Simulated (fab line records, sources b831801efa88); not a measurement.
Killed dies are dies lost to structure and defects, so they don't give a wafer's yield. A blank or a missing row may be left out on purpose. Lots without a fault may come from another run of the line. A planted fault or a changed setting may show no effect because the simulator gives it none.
A struck lot beside a sound one | flow sky130 | 14 steps out of a route of 708
Sound: wafers L595.4, L595.5, L595.6. Struck: wafers L594.2, L594.4, L594.6. The cause comes at the end.
At each step with rows: each side's tool, then ch and its chambers, then its first start. Under that, the readings that differ: sound wafers | struck wafers | difference of the means | sigmas: that difference in standard deviations of wafers without a fault.
alike: readings whose means differ by less than 2 such deviations, and words and numbers that are the same on both sides. not compared: withheld readings, readings that some wafer has no value for, bounds like >300 that may hide the same value, and numbers for which the record gives no deviation and whose values overlap.
The two part at a step that has a row with sigmas, a row that says differs or no value, or rows on one side only. Numbers that don't overlap but have no deviation are shown without sigmas and don't part them. A reading that every wafer of one side lacks parts them only if that side has two wafers or more.

SKY_SD_N_RS_MEAS_18: measures by four-point-probe.
  sound on film_metro-02, day 30 03:21; struck on film_metro-04, day 29 16:59
  alike: RES_XHIGH_RS
then, 2 steps without rows for these wafers: SKY_SALICIDE_CLEAN_00 (cleans in HF-last, time 30 s); SKY_LI_CONTACT_HDPCVD_00 (deposits PSG, target thk 930 nm, time 155 s).
SKY_LI_CONTACT_THK_MEAS_01:
  sound on film_metro-04, day 30 03:34; struck on film_metro-04, day 29 17:13
  alike: LI_CONTACT_HDPCVD_THK
SKY_LI_CONTACT_CMP_02: polishes PSG.
  sound on cmp-01 ch 0,1,3, day 30 03:41; struck on cmp-01 ch 0,1,2, day 29 17:16
  alike: motor_current_A, slurry_filter_dp_kPa, time_to_endpoint_s
SKY_LI_CONTACT_BOW_MEAS_03:
  sound on film_metro-04, day 30 03:57; struck on film_metro-03, day 29 17:35
  alike: LI_CONTACT_BOW
then, 6 steps without rows for these wafers: SKY_LI_CONTACT_DEHYDRATE_04 (time 60 s); SKY_LI_CONTACT_HMDS_05 (prime time 60 s); SKY_LI_CONTACT_COAT_06 (resist thk 60 nm); SKY_LI_CONTACT_COAT_07 (resist thk 450 nm); SKY_LI_CONTACT_SOFTBAKE_08 (time 90 s); SKY_LI_CONTACT_EXPOSE_09 (exposes mask LICM1, target cd 170 nm).
SKY_LI_CONTACT_PEB_10:
  sound on litho_track-01 ch 0, day 31 07:00; struck on litho_track-02, day 30 21:00
  reading         | sound          | struck | difference                    | sigmas
  exhaust_pa (Pa) | 45.1 44.5 44.8 | - - -  | no value on the struck wafers |
  not compared: chill_plate_temp_C
then, 1 step without rows for these wafers: SKY_LI_CONTACT_DEVELOP_11 (develop time 60 s).

WHERE THEY PART
Only at SKY_LI_CONTACT_PEB_10, within this record.

WHY: what the simulator had put in
Skipped step whole: litho_track-02, from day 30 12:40 on, at SKY_LI_CONTACT_PEB_10. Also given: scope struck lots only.
